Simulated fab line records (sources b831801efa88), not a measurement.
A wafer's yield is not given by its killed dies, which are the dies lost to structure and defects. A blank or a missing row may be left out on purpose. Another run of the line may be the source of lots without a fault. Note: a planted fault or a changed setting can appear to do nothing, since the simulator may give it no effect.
Which tool did it?    flow gf180mcu    Sampling: 6 lots, 18 wafers, 2 of 602 route steps

WHAT THE GAUGES SHOWED, per wafer
GF_NWELL_TW_MEAS_11.
lot   measured     on            NWELL_TW
L733  day 4 12:31  filmMetro-01  1551 1547 1551
L736  day 5 02:04  filmMetro-04  1579 1580 1572
L738  day 5 15:32  filmMetro-04  1576 1576 1562
L747  day 7 18:35  filmMetro-01  1489 1484 1485
L749  day 8 00:58  filmMetro-04  1577 1586 1585
L751  day 8 13:50  filmMetro-01  1581 1582 1584

WHICH TOOL RAN EACH LOT (tool, then ch and the chambers of the sampled wafers, then the start)
lot   GF_NWELL_IMPLANT_08
L733  implanter-01 ch 0, day 4 12:09
L736  implanter-04 ch 0, day 5 01:41
L738  implanter-04 ch 0, day 5 15:08
L747  implanter-04 ch 0, day 7 18:11
L749  implanter-01 ch 0, day 8 00:37
L751  implanter-01 ch 0, day 8 13:26
- GF_NWELL_IMPLANT_08

THE ANSWER, worked out from the rows above alone
Rule: what is usual is taken from the lots themselves. The widest of any qualifying gaps counts: lots, ordered by their means at a reading, are off when they make up no more than a third of the lots, leave a main group of 4 or more, and stand apart from it by 3 or more times the standard deviation of that group's means. A main group whose means are all the same, to the digits that the tables above print for the reading, isn't used. A lot without any number at a reading at which 4 lots or more have one is off too. All remaining lots with rows at the step are treated as sound.
Off: L747, seen at GF_NWELL_TW_MEAS_11 (NWELL_TW). The main group has a mean of 1573 with a standard deviation of 12.
If a tool, at a process step before that reading, ran all the lots that are off and no sound lot after the first of them, it fits. Gauges at GF_NWELL_TW_MEAS_11: tried the same way as those tools. One fits: implanter-04 at GF_NWELL_IMPLANT_08. A fault onset in the window from L738 (day 5 15:08, its last sound lot) to L747 (day 7 18:11, its first lot off) fits.

WHAT HAD BEEN PUT IN BY THE SIMULATOR
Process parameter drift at GF_NWELL_IMPLANT_08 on implanter-04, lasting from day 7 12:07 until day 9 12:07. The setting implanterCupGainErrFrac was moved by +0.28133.
Shown lots that were struck: L747. Same finding as the rule above.
